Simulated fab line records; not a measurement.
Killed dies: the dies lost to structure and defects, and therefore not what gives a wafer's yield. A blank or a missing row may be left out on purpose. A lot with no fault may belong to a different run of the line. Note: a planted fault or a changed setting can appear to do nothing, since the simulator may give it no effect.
fab line records -- flow sky130
[record] lots = 5, wafers = 15, last-day = 50
route steps=708 shown SD_P@324 RES_XHIGH@332 PAD_OPEN@708
lots untouched by any fault: they come from a run of this same line in which no faults occurred
start-h: start of the lot's first displayed wafer, in hours after the record's first day -- wait-h: how many hours have passed since the lot's step before this one -- " identical to the entry in the row above -- L1.1+2: a row that stands for several wafers -- - no value present, or no start provided -- * or withheld: withheld -- < > ~ a bound
route shown NAME@n: names a module that has steps shown in the file, with the first one's number in the route -- usual: mean/standard deviation of fault-free wafers -- same: alike in all rows -- chamber/n: place in a boat -- sites: per-site readings -- _std_site: their standard deviation -- _edge_site: outer sites' mean less inner sites' -- radius-mm: how far each site lies from the wafer's centre -- mask NAME#n: copy n -- behind: the most recent tool/chamber to have shaped the wafer -- hold: cause of the lot's hold/its duration in hours/its outcome -- device: the transistor (n, p or np) that didn't switch -- end of line: the tests these same wafers got at the end of their route -- a step without rows: its recipe alone -- killed: not the wafer's yield, but the dies lost to structure and defects at the first sort -- map: a wafer's dies, marking killed ones x, the rest . and places with no die _
set.NAME: the setting as run; set.NAME@STEP: as run at that earlier step -- model.NAME: the simulator's own value behind a step, which no gauge read
lots at selected steps of the route; one table per step, one row per wafer
services: the hour from which a tool's chamber was out of use, counted from the record's first day as start-h (under 0 if before that day), plus the number of hours and why
[[steps]]
[step SKY_SD_P_EXPOSE_04]
[recipe] mask-id = PSDM, na = 0.6, source-shape = conventional, sigma-outer = 0.6, polarization = unpolarized, target-cd-nm = 380, dose-mj = 138
[step SKY_SD_P_PEB_05]
[recipe] temp-c = withheld, time-s = *, resist = NOVOLAK
[step SKY_SD_P_DEVELOP_06]
[recipe] resist = NOVOLAK, developer = TMAH, develop-time-s = 60, dev-temp-c = 23
[step SKY_SD_P_CD_MEAS_07]
[recipe] target-cd-nm = 380
[usual] cd-nm = 380.0/2.1
lot.wafer,tool,chamber,start-h,wait-h,cd-nm
L826.2,cd-sem-01,-,628.40,0.1,379.9
L826.3,cd-sem-01,-,628.40,0.1,381.9
L826.5,cd-sem-01,-,628.40,0.1,383.0
L839.1,cd-sem-02,-,731.48,0.1,382.0
L839.2,cd-sem-02,-,731.48,0.1,383.0
L839.5,cd-sem-02,-,731.48,0.1,382.8
L838.3,cd-sem-02,-,736.05,0.1,380.9
L838.4,cd-sem-02,-,736.05,0.1,380.1
L838.6,cd-sem-02,-,736.05,0.1,381.5
L841.3,cd-sem-02,-,751.10,0.2,383.4
L841.4,cd-sem-02,-,751.10,0.2,379.2
L841.5,cd-sem-02,-,751.10,0.2,379.2
L845.1,cd-sem-01,-,775.41,0.1,379.6
L845.3,cd-sem-01,-,775.41,0.1,377.4
L845.6,cd-sem-01,-,775.41,0.1,380.8
[step SKY_SD_P_OVL_MEAS_08]
[usual] SD_P_OVL = -0.7/1.6
lot.wafer,tool,chamber,start-h,wait-h,SD_P_OVL[nm]
L826.2,overlay-02,-,628.51,0.1,-0.5
L826.3,overlay-02,-,628.51,0.1,-1.3
L826.5,overlay-02,-,628.51,0.1,-0.4
L839.1,overlay-01,-,731.60,0.1,-1.0
L839.2,overlay-01,-,731.60,0.1,0.9
L839.5,overlay-01,-,731.60,0.1,0.6
L838.3,overlay-02,-,736.14,0.1,-1.1
L838.4,overlay-02,-,736.14,0.1,-2.2
L838.6,overlay-02,-,736.14,0.1,-1.2
L841.3,overlay-01,-,751.19,0.1,-2.4
L841.4,overlay-01,-,751.19,0.1,-4.7
L841.5,overlay-01,-,751.19,0.1,-3.6
L845.1,overlay-02,-,775.53,0.1,-0.8
L845.3,overlay-02,-,775.53,0.1,-1.4
L845.6,overlay-02,-,775.53,0.1,0.8
[step SKY_SD_P_IMPLANT_09]
[recipe] species = BF2, energy-kev = 20, dose-cm2 = 3e+15, tilt-deg = 0
[step SKY_SD_P_STRIP_10]
[recipe] chemistry = O2/N2, power-w = 1400, pressure-mtorr = 1500, platen-temp-c = withheld, o2-flow-sccm = 3000, n2-flow-sccm = 300, overash-fraction = 0.5
[usual] chamber-pressure-mTorr = 1500.1/1.3, drypump-motor-current-A = 5.64/0.24, oes-product-au = 0.618/0.0049, strip-time-to-endpoint-s = 17.50/0.042
lot.wafer,tool,chamber,start-h,wait-h,chamber-pressure-mTorr,drypump-motor-current-A,oes-product-au,rf-hours-counter-h,strip-time-to-endpoint-s
L826.2,plasma-asher-01,0,628.69,0.1,1498.7,5.57,0.608,53,17.56
L826.3,plasma-asher-01,0,628.69,0.1,1500.3,5.55,0.623,-,17.52
L826.5,plasma-asher-01,1,628.69,0.1,1499.7,5.46,0.615,-,17.52
L839.1,plasma-asher-04,0,731.78,0.1,1500.8,5.67,0.618,29,17.43
L839.2,plasma-asher-04,1,731.78,0.1,1500.2,5.94,0.624,29,17.42
L839.5,plasma-asher-04,1,731.78,0.1,1499.4,5.92,0.616,-,17.44
L838.3,plasma-asher-04,0,736.35,0.1,1499.8,5.66,0.624,-,17.51
L838.4,plasma-asher-04,1,736.35,0.1,1499.8,5.97,0.604,-,17.49
L838.6,plasma-asher-04,1,736.35,0.1,1499.8,5.97,0.616,-,17.46
L841.3,plasma-asher-02,0,751.40,0.1,1500.5,5.77,0.613,-,17.44
L841.4,plasma-asher-02,1,751.40,0.1,1499.0,5.24,0.617,-,17.47
L841.5,plasma-asher-02,0,751.40,0.1,1499.8,5.77,0.621,-,17.47
L845.1,plasma-asher-04,1,775.72,0.1,1500.2,5.92,0.626,34,17.47
L845.3,plasma-asher-04,0,775.72,0.1,1498.3,5.65,0.617,-,17.44
L845.6,plasma-asher-04,0,775.72,0.1,1502.1,5.66,0.611,-,17.45
[step SKY_SD_P_TW_MEAS_11]
[usual] SD_P_TW = 2828/18
lot.wafer,tool,chamber,start-h,wait-h,SD_P_TW
L826.2,film-metro-04,-,628.80,0.1,2824
L826.3,film-metro-04,-,628.80,0.1,2813
L826.5,film-metro-04,-,628.80,0.1,2813
L839.1,film-metro-01,-,731.88,0.1,2845
L839.2,film-metro-01,-,731.88,0.1,2851
L839.5,film-metro-01,-,731.88,0.1,2848
L838.3,film-metro-04,-,736.43,0.1,2826
L838.4,film-metro-04,-,736.43,0.1,2822
L838.6,film-metro-04,-,736.43,0.1,2806
L841.3,film-metro-04,-,751.48,0.1,2802
L841.4,film-metro-04,-,751.48,0.1,2827
L841.5,film-metro-04,-,751.48,0.1,2813
L845.1,film-metro-04,-,775.82,0.1,2824
L845.3,film-metro-04,-,775.82,0.1,2821
L845.6,film-metro-04,-,775.82,0.1,2817
[step SKY_RES_XHIGH_DEHYDRATE_00]
[recipe] temp-c = 200, time-s = 60
[step SKY_RES_XHIGH_HMDS_01]
[recipe] prime-time-s = 60, prime-temp-c = 120
[step SKY_RES_XHIGH_COAT_02]
[recipe] resist = NOVOLAK, spin-rpm = 3000, resist-thk-nm = 1140
[step SKY_RES_XHIGH_SOFTBAKE_03]
[recipe] temp-c = 90, time-s = 58.47, resist = NOVOLAK
[step SKY_RES_XHIGH_EXPOSE_04]
[recipe] mask-id = URPM, na = 0.6, source-shape = conventional, sigma-outer = 0.6, polarization = unpolarized, target-cd-nm = 1270, dose-mj = 140
[usual] stage-vel-mm-s = 500.00/0.24
lot.wafer,tool,chamber,start-h,wait-h,mask,stage-vel-mm-s
L826.2,iline-stepper-01,0,642.65,-,URPM_R1#0,500.41
L826.3,iline-stepper-01,0,642.65,-,URPM_R1#0,499.95
L826.5,iline-stepper-01,0,642.65,-,URPM_R1#0,500.34
L839.1,iline-stepper-01,0,745.68,-,URPM#0,499.83
L839.2,iline-stepper-01,0,745.68,-,URPM#0,500.22
L839.5,iline-stepper-01,0,745.68,-,URPM#0,500.18
L838.3,iline-stepper-01,0,749.96,-,URPM#0,499.94
L838.4,iline-stepper-01,0,749.96,-,URPM#0,499.71
L838.6,iline-stepper-01,0,749.96,-,URPM#0,499.96
L841.3,iline-stepper-02,0,764.51,-,URPM#0,500.14
L841.4,iline-stepper-02,0,764.51,-,URPM#0,500.56
L841.5,iline-stepper-02,0,764.51,-,URPM#0,500.08
L845.1,iline-stepper-01,0,788.94,-,URPM#0,500.32
L845.3,iline-stepper-01,0,788.94,-,URPM#0,500.15
L845.6,iline-stepper-01,0,788.94,-,URPM#0,500.37
[step SKY_RES_XHIGH_PEB_05]
[recipe] temp-c = withheld, time-s = *, resist = NOVOLAK
[step SKY_PAD_OPEN_PROBE_99]
[usual] killed_at_M0_to_M3 = 42/7.5, killed_at_M4_up = 3.2/1.7, killed-at-contacts = 24/5.1, killed-at-front-end = 15/4.1, killed-at-other = 0.3/0.58, killed-dies = 85/8.9, killed-open = 46/6.4, killed-short = 39/6
[same] gross-dies = 492, killed-at-back-side = 0
lot.wafer,tool,chamber,start-h,wait-h,killed_at_M0_to_M3,killed_at_M4_up,killed-at-contacts,killed-at-front-end,killed-at-other,killed-dies,killed-open,killed-short
L826.2,prober-01,-,1103.54,0.1,41,3,25,14,1,84,42,42
L826.3,prober-01,-,1103.59,0.2,37,3,20,18,0,78,43,35
L826.5,prober-01,-,1103.69,0.2,33,1,22,11,0,67,32,35
L839.1,prober-01,-,1173.76,0.1,34,5,17,12,0,68,33,35
L839.2,prober-01,-,1173.81,0.1,44,3,21,15,0,83,50,33
L839.5,prober-01,-,1173.96,0.2,29,4,22,12,0,67,34,33
L838.3,prober-02,-,1177.09,0.2,36,2,16,17,1,72,38,33
L838.4,prober-02,-,1177.14,0.2,41,3,26,14,0,84,45,39
L838.6,prober-02,-,1177.24,0.2,32,1,26,19,0,78,39,39
L841.3,prober-02,-,1183.63,0.2,39,4,20,8,0,71,41,30
L841.4,prober-02,-,1183.68,0.2,48,4,27,6,0,85,43,42
L841.5,prober-02,-,1183.73,0.2,44,3,26,13,0,86,42,44
L845.1,prober-02,-,1198.44,0.1,42,3,28,9,0,82,49,33
L845.3,prober-02,-,1198.54,0.2,51,3,15,13,0,82,48,34
L845.6,prober-02,-,1198.69,0.2,40,4,23,26,0,93,48,45
// killed by level:class
L826.2 VIA1:geometric-particle:open=10 CONTACT:geometric-particle:open=7 VIA2:geometric-particle:open=7 LOCAL_INTERCONNECT:geometric-particle:short=6 VIA2:geometric-particle:short=6 FIELD_ISO:geometric-particle:short=5 VIA3:geometric-particle:open=5 LI_CONTACT:geometric-particle:short=4
L826.3 VIA1:geometric-particle:open=8 FIELD_ISO:geometric-particle:open=7 FIELD_ISO:geometric-particle:short=7 VIA2:geometric-particle:open=7 LI_CONTACT:geometric-particle:open=5 CONTACT:geometric-particle:open=5 METAL1:geometric-particle:short=5 LOCAL_INTERCONNECT:geometric-particle:short=4
L826.5 CONTACT:geometric-particle:open=8 CONTACT:geometric-particle:short=7 METAL1:geometric-particle:short=6 VIA1:geometric-particle:open=5 METAL2:geometric-particle:short=4 VIA3:geometric-particle:open=4 VIA3:geometric-particle:short=4 POLY_GATE:geometric-particle:short=3
L839.1 VIA1:geometric-particle:open=12 CONTACT:geometric-particle:open=7 LOCAL_INTERCONNECT:geometric-particle:short=5 METAL1:geometric-particle:short=4 VIA1:geometric-particle:short=4 METAL4:geometric-particle:short=4 FIELD_ISO:geometric-particle:short=3 POLY_GATE:geometric-particle:open=3
L839.2 VIA1:geometric-particle:open=13 LI_CONTACT:geometric-particle:open=10 CONTACT:geometric-particle:open=7 VIA1:geometric-particle:short=7 METAL2:geometric-particle:short=6 VIA2:geometric-particle:open=6 POLY_GATE:geometric-particle:open=5 POLY_GATE:geometric-particle:short=4
L839.5 VIA1:geometric-particle:open=9 LI_CONTACT:geometric-particle:open=8 LOCAL_INTERCONNECT:geometric-particle:short=6 VIA2:geometric-particle:short=5 VIA3:geometric-particle:open=4 FIELD_ISO:geometric-particle:open=3 POLY_GATE:geometric-particle:short=3 LI_CONTACT:geometric-particle:short=3
L838.3 VIA1:geometric-particle:open=9 VIA3:geometric-particle:open=7 POLY_GATE:geometric-particle:open=6 CONTACT:geometric-particle:short=6 FIELD_ISO:geometric-particle:short=4 LI_CONTACT:geometric-particle:open=4 VIA2:geometric-particle:open=4 VIA3:geometric-particle:short=4
L838.4 VIA3:geometric-particle:open=8 CONTACT:geometric-particle:open=8 VIA1:geometric-particle:open=8 VIA2:geometric-particle:open=8 METAL2:geometric-particle:short=7 FIELD_ISO:geometric-particle:short=5 LI_CONTACT:geometric-particle:open=5 CONTACT:geometric-particle:short=5
L838.6 POLY_GATE:geometric-particle:open=12 CONTACT:geometric-particle:short=9 METAL1:geometric-particle:short=8 CONTACT:geometric-particle:open=7 LI_CONTACT:geometric-particle:open=5 METAL2:geometric-particle:short=5 VIA2:geometric-particle:open=5 FIELD_ISO:geometric-particle:short=4
L841.3 CONTACT:geometric-particle:open=7 VIA1:geometric-particle:open=6 VIA2:geometric-particle:open=6 VIA3:geometric-particle:open=6 LI_CONTACT:geometric-particle:open=5 METAL2:geometric-particle:open=5 VIA1:geometric-particle:short=5 METAL2:geometric-particle:short=5
L841.4 VIA3:geometric-particle:open=12 CONTACT:geometric-particle:open=8 VIA1:geometric-particle:open=7 LI_CONTACT:geometric-particle:open=6 VIA1:geometric-particle:short=6 METAL1:geometric-particle:short=6 CONTACT:geometric-particle:short=5 METAL2:geometric-particle:short=5
L841.5 VIA1:geometric-particle:open=14 METAL2:geometric-particle:short=8 CONTACT:geometric-particle:short=7 CONTACT:geometric-particle:open=7 LI_CONTACT:geometric-particle:open=6 VIA1:geometric-particle:short=5 VIA2:geometric-particle:open=5 FIELD_ISO:geometric-particle:short=4
L845.1 VIA1:geometric-particle:open=12 CONTACT:geometric-particle:open=9 LI_CONTACT:geometric-particle:open=7 VIA3:geometric-particle:open=7 LOCAL_INTERCONNECT:geometric-particle:short=6 METAL2:geometric-particle:short=5 VIA2:geometric-particle:open=5 POLY_GATE:geometric-particle:open=3
L845.3 VIA1:geometric-particle:open=12 VIA2:geometric-particle:open=12 VIA3:geometric-particle:open=9 VIA1:geometric-particle:short=5 CONTACT:geometric-particle:open=4 CONTACT:geometric-particle:short=4 METAL2:geometric-particle:short=4 FIELD_ISO:geometric-particle:short=3
L845.6 CONTACT:geometric-particle:open=13 FIELD_ISO:geometric-particle:open=9 METAL2:geometric-particle:short=8 POLY_GATE:geometric-particle:open=6 VIA1:geometric-particle:open=6 VIA2:geometric-particle:short=6 VIA3:geometric-particle:open=6 POLY_GATE:geometric-particle:short=4
[[services]]
tool,chamber,start-h,hours,kind
iline-stepper-01,0,616.20,-,calibration
iline-stepper-01,-,629.88,4.4,pm
iline-stepper-02,-,635.25,2.4,repair
plasma-asher-04,-,655.73,2.9,repair
plasma-asher-01,-,666.92,6.6,repair
plasma-asher-04,-,672.43,0.8,repair
iline-stepper-02,0,686.34,-,calibration
plasma-asher-04,-,722.51,1.7,repair
plasma-asher-02,-,732.05,2.8,pm
plasma-asher-02,-,734.80,9.0,pm
plasma-asher-02,0,734.80,9.0,vent-cycle
plasma-asher-02,1,734.80,9.0,vent-cycle
plasma-asher-02,0,743.80,-,clean
plasma-asher-02,1,743.80,-,clean
plasma-asher-02,-,756.85,15.6,pm
iline-stepper-02,-,784.36,28.9,pm
[[key]]
[first-sign] step = SKY_RES_XHIGH_EXPOSE_04, reading = mask, direction = changed
effect none on later readings
met-at SKY_RES_XHIGH_EXPOSE_04
struck-wafers L826.2,L826.3,L826.5
tester-left-out L826
[fault] kind = wrong-mask, tool = any, chamber = -, onset-h = 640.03, steps = SKY_RES_XHIGH_EXPOSE_04, aux-copy = URPM_R1#0, cd-offset-nm = 190, scope = struck-lots-only
// tester-left-out: of these lots the tester's yield and bins aren't shown, on N5 and GAA mostly nor the transistor test; their killed dies are dies lost to structure and defects alone, not to doping, threshold or leakage, so they don't give the yield
